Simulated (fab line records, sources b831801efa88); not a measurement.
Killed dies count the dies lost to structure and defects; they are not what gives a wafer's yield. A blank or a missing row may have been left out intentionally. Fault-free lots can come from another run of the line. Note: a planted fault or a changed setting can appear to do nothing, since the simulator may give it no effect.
Comparing a struck lot with a sound one -- flow gf180mcu -- 19 out of 602 route steps
Sound: these wafers, L121.3, L121.4, L121.5. Wafers L124.3, L124.5, L124.6 were the ones struck. The cause is named last.
Per side, at each step with rows, come the tool, then ch with its chambers, and then its first start. Under that, the readings that differ: sound wafers -- struck wafers -- difference of the means -- sigmas: that difference in standard deviations of wafers without a fault.
alike: a reading whose means differ by less than 2 such deviations, as well as words and numbers matching on both sides. not compared: withheld readings; readings where some wafer has no value; bounds like >300 that might hide an equal value; numbers whose values overlap and for which the record gives no deviation.
Wherever a step has rows on one side only, a row that says differs or no value, or a row with sigmas, the two part there. Numbers that don't overlap but have no deviation are shown without sigmas and don't part them. Lack of a reading on every wafer of one side parts them only where that side has two or more wafers.

GF_V2_THK_MEAS_25: measures by xrf.
  sound on film_metro-04, day 23 03:47; struck on film_metro-04, day 24 10:00
  alike: V2_W_THK
GF_V2_CMP_26: polishes, stops on SiO2, t overpolish 15 s, target thk 0 nm.
  sound on cmp-01 ch 0,1,2, day 23 03:52; struck on cmp-02 ch 1,2, day 24 10:05
  alike: motor_current_A, overpolish_run_s, time_to_endpoint_s
GF_M3_SPUTTER_00: material Ti, target thk 37.5 nm, time 150 s.
  sound on pvd_sputter-04, day 23 04:07; struck on pvd_sputter-02, day 24 10:20
reading,sound,struck,difference,sigmas
throttle_valve_pct (%),30.4 29.3 30.4,31.9 32.0 31.6,+1.8,+3
  alike: chamber_pressure_pa
then, 1 step without rows for these wafers: GF_M3_SPUTTER_01 (material TiN, target thk 30 nm, time 25 s).
GF_M3_SPUTTER_02: material AlCu, target thk 450 nm, time 23.9 s.
  sound on pvd_sputter-04, day 23 04:15; struck on pvd_sputter-02, day 24 10:29
reading,sound,struck,difference,sigmas
throttle_valve_pct (%),30.8 29.7 30.1,31.5 31.8 31.4,+1.4,+2
  alike: chamber_pressure_pa
GF_M3_SPUTTER_03: material Ti, target thk 10 nm, time 6.7 s.
  sound on pvd_sputter-04, day 23 04:17; struck on pvd_sputter-02, day 24 10:31
  alike: chamber_pressure_pa, throttle_valve_pct
GF_M3_SPUTTER_04: material TiN, target thk 50 nm, time 41.7 s.
  sound on pvd_sputter-04, day 23 04:18; struck on pvd_sputter-02, day 24 10:33
  alike: chamber_pressure_pa, throttle_valve_pct
GF_M3_RS_MEAS_05: measures by four-point-probe.
  sound on film_metro-04, day 23 04:23; struck on film_metro-02, day 24 10:38
  alike: M3_ALCU_RS
GF_M3_THK_MEAS_06: measures by xrf.
  sound on film_metro-04, day 23 04:29; struck on film_metro-02, day 24 10:44
  alike: M3_ALCU_THK
then, 3 steps without rows for these wafers: GF_M3_DEHYDRATE_07 (time 60 s); GF_M3_HMDS_08 (prime time 60 s); GF_M3_COAT_09 (resist thk 1000 nm).
GF_M3_SOFTBAKE_10: time 60 s.
  sound on litho_track-04 ch 0, day 23 15:55; struck on litho_track-04 ch 0, day 24 21:16
reading,sound,struck,difference,sigmas
heater_power_total_W (W),92.99 93.06 93.01,91.57 91.75 91.59,-1.38,-23
plate_temp_C (C),129.93 130.17 130.32,128.53 128.46 128.39,-1.68,-12
then, 3 steps without rows for these wafers: GF_M3_EXPOSE_11 (exposes mask Metal3, target cd 280 nm); GF_M3_PEB_12 (peb time 90 s); GF_M3_DEVELOP_13 (develop time 60 s).
GF_M3_CD_MEAS_14 targets a cd of 280 nm.
  sound on cd_sem-02, day 24 03:18; struck on cd_sem-02, day 25 08:18
reading,sound,struck,difference,sigmas
cd_nm (nm),280.5 280.4 279.9,284.8 284.3 285.6,+4.6,+4
GF_M3_OVL_MEAS_15:
  sound on overlay-02, day 24 03:23; struck on overlay-01, day 25 08:23
  alike: M3_OVL
GF_PASSIVATION_PROBE_99:
  sound wafers here have rows in the record (prober-01, day 31 07:23); struck ones have none

WHERE THEY PART
First at GF_M3_SPUTTER_00; last, within this record, at GF_PASSIVATION_PROBE_99.

WHY: whatever the simulator had introduced
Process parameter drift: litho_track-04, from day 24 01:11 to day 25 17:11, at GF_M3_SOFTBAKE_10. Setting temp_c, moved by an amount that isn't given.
